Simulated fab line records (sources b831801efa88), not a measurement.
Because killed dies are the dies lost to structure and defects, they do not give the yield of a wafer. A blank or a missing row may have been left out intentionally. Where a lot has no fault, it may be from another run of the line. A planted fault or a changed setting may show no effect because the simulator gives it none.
2 desks, one fault ; flow gf180mcu ; each desk holds nothing but its own numbers, with what lay behind them at the end

THE METROLOGY DESK
Lot by lot, what the gauges showed, no matter which tool ran the lot: averages of those sampled wafers that carry a number. Marked OUT: a lot whose mean sits more than 4 standard deviations from the usual mean, which makes it out of limits; the brackets give that distance.
Columns: A = HV_LDD_OVL at GF_HV_LDD_OVL_MEAS_08, usual -0.9 nm; B = HV_LDD_01_OVL at GF_HV_LDD_OVL_MEAS_20, usual -0.6 nm; C = HV_LDD_4_TW at GF_HV_LDD_TW_MEAS_50, usual 563
lot;first seen here;A;B;C
L285;day 10 04:04;-3.0;-1.0;564
L286;day 10 07:06;1.0;0.4;568
L291;day 11 22:42;1.2;0.4;561
L292;day 12 07:47;-0.7;1.3;562
L293;day 12 12:40;-1.9;-0.2;560
L294;day 13 00:22;-0.2;-0.1;565
L295;day 13 06:24;0.5;-0.0;559
L296;day 13 14:32;-0.9;-1.5;559
L297;day 13 23:09;-0.6;-1.8;558
L301;day 15 06:51;-2.6;0.0;569
L303;day 15 20:55;-0.4;-2.2;561
L306;day 16 16:22;-0.4;-0.7;560
L307;day 17 02:50;-1.0;-0.4;565
L308;day 17 06:41;-1.0;-1.0;560
This desk's verdict: no lot among the 14 shows anything out of limits.

DESK OF THE TOOL OWNER: implanter-04
For each lot that ran on this tool, the mean over its sampled wafers that have a number, from the tool's own readings at GF_HV_LDD_IMPLANT_36. Marked OUT: a lot whose mean sits more than 4 standard deviations from the usual mean, which makes it out of limits; the brackets give that distance.
Columns: A = beam energy keV at GF_HV_LDD_IMPLANT_36, usual 60.000; B = rotation deg at GF_HV_LDD_IMPLANT_36, usual 269.99 degrees
lot;first seen here;A;B
L291;day 13 14:47;60.011;269.98
L292;day 14 00:00;59.998;270.02
L293;day 14 04:57;60.013;367.43 (+99 or more) OUT
L296;day 15 08:26;60.017;367.44 (+99 or more) OUT
L306;day 18 14:11;59.995;270.01
Finding of this desk: L293, L296 out of limits; the first was L293 at day 14 04:57, on rotation deg at GF_HV_LDD_IMPLANT_36. In limits: L291, L292, L306.

TAKEN TOGETHER
The tool owner's desk had the chance to raise an alarm at day 14 04:57 on L293, L296.
From the metrology desk's view, nothing was out of limits.
The metrology desk holds a record of L293, L296, inside its limits.
On implanter-04, each named lot ran GF_HV_LDD_IMPLANT_36.

WHAT HAD BEEN PUT IN BY THE SIMULATOR
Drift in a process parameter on implanter-04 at GF_HV_LDD_IMPLANT_36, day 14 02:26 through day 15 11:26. Setting rotation deg shifted by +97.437 from 270. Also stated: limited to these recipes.
Lots struck among those shown: L293, L296.
Hours from the fault's start to each desk's first reading out of limits: the tool owner's desk, 3.
